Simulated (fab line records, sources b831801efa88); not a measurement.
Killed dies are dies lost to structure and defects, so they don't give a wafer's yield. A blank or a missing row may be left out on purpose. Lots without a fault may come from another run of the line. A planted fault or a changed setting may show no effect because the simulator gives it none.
A sampling plan put to the test | flow sfq_line | one fab line, 28 faults that these records tell of, each judged on the records of the lots that it struck
The plan is the line's own looks: the steps of the route at which a gauge or an inspection reads the wafer and doesn't change it. A look can be judged if struck wafers have a number there and the file gives its usual mean and standard deviation on fault-free wafers. Caught: at a look after the fault's first step, the mean of the struck wafers lies 4 or more of those standard deviations (sigma) from the usual mean. On the tool: the same test on the tool's own readings at the fault's steps. Another recipe on the struck wafers, or a record that is blank for them alone, also counts as caught.

THE FAULTS, as the simulator had put them in
1. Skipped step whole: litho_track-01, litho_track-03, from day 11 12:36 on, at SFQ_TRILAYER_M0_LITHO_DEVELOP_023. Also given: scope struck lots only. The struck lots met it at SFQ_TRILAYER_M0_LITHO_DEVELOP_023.
2. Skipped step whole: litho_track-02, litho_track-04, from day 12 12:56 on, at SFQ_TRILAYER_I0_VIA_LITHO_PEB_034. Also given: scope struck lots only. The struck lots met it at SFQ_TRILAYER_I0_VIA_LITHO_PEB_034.
3. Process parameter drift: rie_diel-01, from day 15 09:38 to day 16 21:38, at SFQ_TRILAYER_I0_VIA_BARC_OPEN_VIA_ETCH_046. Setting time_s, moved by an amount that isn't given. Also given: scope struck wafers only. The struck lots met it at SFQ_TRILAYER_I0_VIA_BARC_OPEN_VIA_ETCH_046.
4. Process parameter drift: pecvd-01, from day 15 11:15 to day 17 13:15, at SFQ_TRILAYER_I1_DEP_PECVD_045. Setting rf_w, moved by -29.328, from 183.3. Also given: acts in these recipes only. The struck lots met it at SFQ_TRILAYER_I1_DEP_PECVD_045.
5. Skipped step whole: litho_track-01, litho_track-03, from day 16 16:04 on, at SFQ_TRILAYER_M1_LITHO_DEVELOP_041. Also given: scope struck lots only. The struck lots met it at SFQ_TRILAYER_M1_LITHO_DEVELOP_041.
6. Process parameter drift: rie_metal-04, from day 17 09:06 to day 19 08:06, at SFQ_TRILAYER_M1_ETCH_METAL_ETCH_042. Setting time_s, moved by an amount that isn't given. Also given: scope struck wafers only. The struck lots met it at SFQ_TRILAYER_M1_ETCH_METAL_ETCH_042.
7. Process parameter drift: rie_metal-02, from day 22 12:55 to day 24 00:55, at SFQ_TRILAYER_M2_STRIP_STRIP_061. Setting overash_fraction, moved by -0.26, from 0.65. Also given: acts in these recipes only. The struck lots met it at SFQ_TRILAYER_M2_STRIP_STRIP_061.
8. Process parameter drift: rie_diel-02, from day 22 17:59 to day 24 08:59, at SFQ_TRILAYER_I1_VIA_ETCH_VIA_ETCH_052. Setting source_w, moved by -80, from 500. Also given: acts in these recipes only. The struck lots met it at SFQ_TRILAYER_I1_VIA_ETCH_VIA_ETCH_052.
9. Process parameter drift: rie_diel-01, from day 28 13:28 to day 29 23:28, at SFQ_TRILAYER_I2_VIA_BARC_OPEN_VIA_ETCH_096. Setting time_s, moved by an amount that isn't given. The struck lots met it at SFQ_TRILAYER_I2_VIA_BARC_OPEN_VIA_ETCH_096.
10. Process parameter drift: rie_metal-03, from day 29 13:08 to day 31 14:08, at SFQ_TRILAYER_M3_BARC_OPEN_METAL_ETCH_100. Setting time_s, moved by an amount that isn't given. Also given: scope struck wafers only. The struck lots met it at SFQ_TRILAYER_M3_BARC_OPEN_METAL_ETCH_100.
11. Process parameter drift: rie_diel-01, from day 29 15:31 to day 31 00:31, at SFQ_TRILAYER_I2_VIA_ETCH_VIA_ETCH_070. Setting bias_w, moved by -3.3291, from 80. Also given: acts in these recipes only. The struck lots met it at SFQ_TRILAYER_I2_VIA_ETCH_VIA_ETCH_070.
12. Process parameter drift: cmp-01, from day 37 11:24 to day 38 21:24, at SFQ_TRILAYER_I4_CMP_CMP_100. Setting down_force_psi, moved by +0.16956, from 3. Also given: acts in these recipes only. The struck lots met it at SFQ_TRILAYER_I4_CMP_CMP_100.
13. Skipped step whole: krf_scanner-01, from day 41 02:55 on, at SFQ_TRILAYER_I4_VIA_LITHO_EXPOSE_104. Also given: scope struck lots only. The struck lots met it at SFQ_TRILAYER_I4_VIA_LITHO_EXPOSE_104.
14. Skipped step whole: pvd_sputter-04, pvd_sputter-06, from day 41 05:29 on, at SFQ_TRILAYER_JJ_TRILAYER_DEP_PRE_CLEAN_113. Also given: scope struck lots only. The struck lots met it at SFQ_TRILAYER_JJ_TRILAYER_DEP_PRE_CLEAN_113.
15. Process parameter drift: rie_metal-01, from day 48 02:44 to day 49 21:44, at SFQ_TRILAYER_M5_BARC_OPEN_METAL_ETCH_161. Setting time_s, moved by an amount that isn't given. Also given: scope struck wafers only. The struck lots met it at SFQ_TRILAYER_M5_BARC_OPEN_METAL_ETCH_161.
16. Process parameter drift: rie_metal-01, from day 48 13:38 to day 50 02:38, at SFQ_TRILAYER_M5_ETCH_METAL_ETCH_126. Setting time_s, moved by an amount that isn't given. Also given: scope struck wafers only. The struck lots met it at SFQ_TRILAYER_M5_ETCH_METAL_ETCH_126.
17. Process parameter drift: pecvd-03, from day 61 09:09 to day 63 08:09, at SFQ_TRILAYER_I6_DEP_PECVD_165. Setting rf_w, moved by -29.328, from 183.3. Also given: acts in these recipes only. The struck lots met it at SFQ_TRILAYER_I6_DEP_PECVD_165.
18. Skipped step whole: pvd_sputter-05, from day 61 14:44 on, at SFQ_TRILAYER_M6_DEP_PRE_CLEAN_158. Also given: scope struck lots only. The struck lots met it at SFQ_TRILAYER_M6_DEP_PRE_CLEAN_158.
19. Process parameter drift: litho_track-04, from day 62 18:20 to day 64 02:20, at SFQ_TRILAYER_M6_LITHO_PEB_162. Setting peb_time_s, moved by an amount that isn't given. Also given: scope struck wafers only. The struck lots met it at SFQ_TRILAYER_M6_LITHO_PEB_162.
20. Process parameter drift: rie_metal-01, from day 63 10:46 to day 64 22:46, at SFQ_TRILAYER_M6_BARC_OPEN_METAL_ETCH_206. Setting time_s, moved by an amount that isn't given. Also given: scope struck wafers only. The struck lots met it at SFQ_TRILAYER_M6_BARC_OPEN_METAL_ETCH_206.
21. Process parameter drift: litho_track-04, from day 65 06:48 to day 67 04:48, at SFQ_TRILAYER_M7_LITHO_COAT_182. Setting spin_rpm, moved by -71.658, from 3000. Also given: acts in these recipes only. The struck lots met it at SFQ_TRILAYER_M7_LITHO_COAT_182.
22. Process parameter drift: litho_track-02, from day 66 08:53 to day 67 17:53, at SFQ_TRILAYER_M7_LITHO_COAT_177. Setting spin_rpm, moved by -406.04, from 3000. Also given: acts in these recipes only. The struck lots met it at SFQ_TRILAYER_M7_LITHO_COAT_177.
23. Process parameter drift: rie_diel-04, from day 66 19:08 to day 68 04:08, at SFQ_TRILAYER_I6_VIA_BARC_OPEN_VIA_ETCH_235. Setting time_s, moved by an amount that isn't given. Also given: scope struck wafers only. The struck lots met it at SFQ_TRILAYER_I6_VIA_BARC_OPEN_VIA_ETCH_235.
24. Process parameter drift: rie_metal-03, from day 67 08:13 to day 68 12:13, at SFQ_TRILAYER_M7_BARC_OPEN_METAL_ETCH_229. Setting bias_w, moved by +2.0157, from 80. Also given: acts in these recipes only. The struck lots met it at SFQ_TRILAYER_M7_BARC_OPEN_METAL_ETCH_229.
25. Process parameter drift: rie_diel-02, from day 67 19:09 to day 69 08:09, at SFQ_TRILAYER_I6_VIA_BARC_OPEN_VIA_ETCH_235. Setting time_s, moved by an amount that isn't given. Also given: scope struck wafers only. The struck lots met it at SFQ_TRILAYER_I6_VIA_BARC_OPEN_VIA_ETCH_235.
26. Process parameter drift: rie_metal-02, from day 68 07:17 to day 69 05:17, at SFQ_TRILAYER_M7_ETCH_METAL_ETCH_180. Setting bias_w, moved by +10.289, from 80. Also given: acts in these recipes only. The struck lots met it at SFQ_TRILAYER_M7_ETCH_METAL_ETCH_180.
27. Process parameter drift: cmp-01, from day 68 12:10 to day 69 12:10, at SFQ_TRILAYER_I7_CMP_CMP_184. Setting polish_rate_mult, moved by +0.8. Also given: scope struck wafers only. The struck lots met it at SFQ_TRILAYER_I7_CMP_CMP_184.
28. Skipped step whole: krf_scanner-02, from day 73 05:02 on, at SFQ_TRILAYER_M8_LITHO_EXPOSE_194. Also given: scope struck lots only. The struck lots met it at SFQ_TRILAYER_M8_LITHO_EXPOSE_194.

WHAT THE PLAN SAW
fault | on the tool itself                               | first look that catches it                      | reading, sigma | median hours from its first step to that look | hours from the fault's start to the first struck lot there | judged looks passed uncaught
1     | the tool's record is blank for the struck wafers | no look after it can be judged                  | -              | -                                             | -                                                          | 0
2     | the tool's record is blank for the struck wafers | no look after it can be judged                  | -              | -                                             | -                                                          | 0
3     | run_length_s +5.7 sigma                          | no look after it can be judged                  | -              | -                                             | -                                                          | 0
4     | rf_fwd_power_W -41 sigma                         | no look after it can be judged                  | -              | -                                             | -                                                          | 0
5     | the tool's record is blank for the struck wafers | not the one look that can be judged after it    | -              | -                                             | -                                                          | 1
6     | run_length_s -81 sigma                           | not the one look that can be judged after it    | -              | -                                             | -                                                          | 1
7     | under 2 sigma                                    | no look after it can be judged                  | -              | -                                             | -                                                          | 0
8     | rf_fwd_power_W -47 sigma                         | no look after it can be judged                  | -              | -                                             | -                                                          | 0
9     | oes_product_au +43 sigma                         | no look after it can be judged                  | -              | -                                             | -                                                          | 0
10    | oes_product_au +29 sigma                         | no look after it can be judged                  | -              | -                                             | -                                                          | 0
11    | bias_w -14 sigma                                 | no look after it can be judged                  | -              | -                                             | -                                                          | 0
12    | head_pressure_psi +28 sigma                      | no look after it can be judged                  | -              | -                                             | -                                                          | 0
13    | no reading that can be judged                    | no look after it can be judged                  | -              | -                                             | -                                                          | 0
14    | the tool's record is blank for the struck wafers | no look after it can be judged                  | -              | -                                             | -                                                          | 0
15    | oes_product_au -8.9 sigma                        | no look after it can be judged                  | -              | -                                             | -                                                          | 0
16    | run_length_s +84 sigma                           | not the one look that can be judged after it    | -              | -                                             | -                                                          | 1
17    | rf_fwd_power_W -39 sigma                         | no look after it can be judged                  | -              | -                                             | -                                                          | 0
18    | the tool's record is blank for the struck wafers | no look after it can be judged                  | -              | -                                             | -                                                          | 0
19    | heater_power_total_W +42 sigma                   | none of the 3 looks that can be judged after it | -              | -                                             | -                                                          | 3
20    | oes_product_au +40 sigma                         | no look after it can be judged                  | -              | -                                             | -                                                          | 0
21    | spin_speed_rpm -39 sigma                         | no look after it can be judged                  | -              | -                                             | -                                                          | 0
22    | spin_speed_rpm -99 or beyond sigma               | no look after it can be judged                  | -              | -                                             | -                                                          | 0
23    | run_length_s +32 sigma                           | no look after it can be judged                  | -              | -                                             | -                                                          | 0
24    | bias_w +7.5 sigma                                | no look after it can be judged                  | -              | -                                             | -                                                          | 0
25    | run_length_s +15 sigma                           | no look after it can be judged                  | -              | -                                             | -                                                          | 0
26    | bias_w +47 sigma                                 | no look after it can be judged                  | -              | -                                             | -                                                          | 0
27    | time_to_endpoint_s -9.6 sigma                    | no look after it can be judged                  | -              | -                                             | -                                                          | 0
28    | no reading that can be judged                    | no look after it can be judged                  | -              | -                                             | -                                                          | 0
A dash: the fault isn't caught, or these records don't give the number.

Caught at a look: 0 of 28. Caught on the tool: 25 of 28. By one or the other: 25 of 28.
Caught on the tool alone: faults 1, 2, 3, 4, 5, 6, 8, 9, 10, 11, 12, 14, 15, 16, 17, 18, 19, 20, 21, 22, 23, 24, 25, 26, 27.
Caught by neither: faults 7, 13, 28.
